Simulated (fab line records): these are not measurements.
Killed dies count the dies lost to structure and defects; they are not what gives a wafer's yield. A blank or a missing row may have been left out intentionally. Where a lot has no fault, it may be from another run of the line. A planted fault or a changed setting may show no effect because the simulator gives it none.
Comparing a struck lot with a sound one -- flow sky130 -- 15 out of 708 route steps
Sound: wafers L199.1, L199.3, L199.5. The struck wafers were L188.1, L188.5, L188.6. Last of all comes the cause.
For every step that has rows: the tool of each side, followed by ch and its chambers, followed by its first start. Under that, the readings that differ: sound wafers -- struck wafers -- difference of the means -- sigmas: that difference in standard deviations of wafers without a fault.
alike: words and numbers the same on both sides, and readings whose means are apart by under 2 such deviations; not compared: readings that were withheld, readings missing a value for some wafer, numbers with overlapping values and no deviation given by the record, and bounds like >300 which may hide the same value.
A row with sigmas, a row that says differs or no value, or rows on one side alone: a step with any of these is where the two part. Numbers that don't overlap but have no deviation are shown without sigmas and don't part them. Lack of a reading on every wafer of one side parts them only where that side has two or more wafers.

SKY_LOCAL_INTERCONNECT_CD_MEAS_11 targets a cd of 170 nm.
  sound: cdSem-02 at day 36 00:05; struck: cdSem-02 at day 32 14:45
reading,sound,struck,difference,sigmas
cdNm (nm),169.6 168.0 170.6,171.4 172.4 171.7,+2.4,+2
SKY_LOCAL_INTERCONNECT_OVL_MEAS_12:
  sound: overlay-01 at day 36 00:12; struck: overlay-01 at day 32 14:52
reading,sound,struck,difference,sigmas
LOCAL_INTERCONNECT_OVL (nm),-4 1 -5,-17 -21 -10,-13,-3
SKY_LOCAL_INTERCONNECT_ETCH_13: etches BARC in N2/H2, stops on SiO2, time 45.9 s, target depth 60 nm.
  sound on rieMetal-02 ch 0,1, day 36 00:14; struck on rieMetal-01 ch 0,1, day 32 14:54
  alike: drypumpMotorCurrentA, oesProductAu, rfFwdPowerW, throttleValvePct
  not compared: rfHoursCounterH
SKY_LOCAL_INTERCONNECT_METAL_ETCH_14: etches TiN in Cl2/BCl3, stops on PSG, target depth 110 nm, time 31.4 s.
  sound on rieMetal-02 ch 0,1, day 36 00:18; struck on rieMetal-01 ch 0,1, day 32 14:58
  alike: drypumpMotorCurrentA, oesProductAu, rfFwdPowerW, throttleValvePct
  not compared: rfHoursCounterH
SKY_LOCAL_INTERCONNECT_STRIP_15: strips in O2/N2.
  sound on plasmaAsher-04 ch 0,1, day 36 00:21; struck on plasmaAsher-02 ch 0,1, day 32 15:01
  alike: drypumpMotorCurrentA, oesProductAu, stripTimeToEndpointS
  not compared: rfHoursCounterH
then, 3 steps without rows for these wafers: SKY_LOCAL_INTERCONNECT_STRIP_16 (strips in post etch residue remover, time 1200 s); SKY_LOCAL_INTERCONNECT_CLEAN_17 (cleans in IPA, time 180 s); SKY_LOCAL_INTERCONNECT_CLEAN_18 (cleans in O3/DIW).
SKY_CONTACT_CVD_00: deposits Si3N4, target thk 75 nm.
  sound on pecvd-04 ch 0,2, day 36 00:56; struck on pecvd-02 ch 0,1,2, day 32 15:39
  alike: heaterPowerW, rfFwdPowerW
SKY_CONTACT_THK_MEAS_01:
  sound: filmMetro-04 at day 36 00:58; struck: filmMetro-03 at day 32 15:41
  alike: CONTACT_CVD_00_THK
then, 1 step without rows for these wafers: SKY_CONTACT_HDPCVD_02 (deposits SiO2, target thk 565 nm, time 94.2 s).
SKY_CONTACT_THK_MEAS_03:
  sound: filmMetro-03 at day 36 01:06; struck: filmMetro-04 at day 32 15:49
  alike: CONTACT_HDPCVD_THK
SKY_CONTACT_CMP_04: polishes SiO2.
  sound on cmp-02 ch 0,1,3, day 36 01:19; struck on cmp-01 ch 2,3, day 32 15:52
reading,sound,struck,difference,sigmas
headPressurePsi (psi),4.006 4.014 4.003,3.314 3.328 3.319,-0.687,-69
timeToEndpointS (s),85 84 84,104 104 103,+19,+5
  alike: motorCurrentA
SKY_CONTACT_BOW_MEAS_05:
  sound: filmMetro-04 at day 36 01:37; struck: filmMetro-03 at day 32 16:10
  alike: CONTACT_BOW
-- the record jumps here: 15 days lie between the struck wafers' starts before and after (it left off in module CONTACT and takes up again in module PAD_OPEN, whose first step shown is number 708 of the route) --
SKY_PAD_OPEN_PROBE_99:
  sound: prober-01 at day 49 20:21; struck: prober-02 at day 47 11:53
reading,sound,struck,difference,sigmas
killed_at_M4_up,3 1 2,4 9 5,+4,+2
  alike: killed_at_M0_to_M3, killedAtContacts, killedAtFrontEnd, killedAtOther, killedDies, killedOpen, killedShort

## WHERE THEY PART
Earliest at SKY_LOCAL_INTERCONNECT_CD_MEAS_11; latest, in this record, at SKY_PAD_OPEN_PROBE_99.

WHY: what had been put in by the simulator
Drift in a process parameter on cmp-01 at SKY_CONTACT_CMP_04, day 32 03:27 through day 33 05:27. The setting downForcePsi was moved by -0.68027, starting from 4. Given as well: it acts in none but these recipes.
